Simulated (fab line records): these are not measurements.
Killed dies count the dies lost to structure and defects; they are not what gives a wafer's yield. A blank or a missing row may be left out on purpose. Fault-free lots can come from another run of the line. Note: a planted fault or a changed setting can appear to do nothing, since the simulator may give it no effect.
Comparing a struck lot with a sound one    flow sky130    5 steps out of a route of 708
Sound: wafers L162.3, L162.4, L162.5. The struck wafers were L170.3, L170.4, L170.6. The cause is named last.
Order at every step that has rows: each side's tool, ch and its chambers, its first start. Under that, the readings that differ: sound wafers    struck wafers    difference of the means    sigmas: that difference in standard deviations of wafers without a fault.
alike: readings whose means differ by less than 2 such deviations, and words and numbers that are the same on both sides. not compared: withheld readings, readings that some wafer has no value for, bounds like >300 that may hide the same value, and numbers for which the record gives no deviation and whose values overlap.
A row with sigmas, a row that says differs or no value, or rows on one side alone: a step with any of these is where the two part. Numbers that don't overlap but have no deviation are shown without sigmas and don't part them. A reading that every wafer of one side lacks parts them only if that side has two wafers or more.

SKY_FIELD_ISO_BOW_MEAS_00:
  sound on filmMetro-03, day 1 10:02; struck on filmMetro-01, day 3 02:02
reading            sound    struck  difference  sigmas
INCOMING_BOW (um)  -9 -4 0  4 6 12  +12         +2
then, 1 step without rows for these wafers: SKY_FIELD_ISO_OXIDATION_01 (stabilise 600 s, purge 300 s, target thk 12 nm).
SKY_FIELD_ISO_THK_MEAS_02:
  sound on filmMetro-01, day 1 12:59; struck on filmMetro-03, day 3 04:15
  alike: FIELD_ISO_OXIDATION_00_THK
SKY_FIELD_ISO_CVD_03: deposits Si3N4 from DCS/NH3, target thk 165 nm, time 2830 s.
  sound on lpcvd-02 ch 1, day 1 14:14; struck on lpcvd-02 ch 0, day 3 06:02
  no value came back on the struck wafers for pressureMtorr (mTorr), spikeTcBottomC (C), zonePowerLowerPct (%); on the sound wafers pressureMtorr (mTorr) reads 250.3 250.2 249.8
SKY_PAD_OPEN_PROBE_99:
  rows exist in the record for the sound wafers here (prober-02, day 45 20:19), none for the struck ones

WHERE THEY PART
First at SKY_FIELD_ISO_BOW_MEAS_00; last, within this record, at SKY_PAD_OPEN_PROBE_99.

WHY: whatever the simulator had introduced
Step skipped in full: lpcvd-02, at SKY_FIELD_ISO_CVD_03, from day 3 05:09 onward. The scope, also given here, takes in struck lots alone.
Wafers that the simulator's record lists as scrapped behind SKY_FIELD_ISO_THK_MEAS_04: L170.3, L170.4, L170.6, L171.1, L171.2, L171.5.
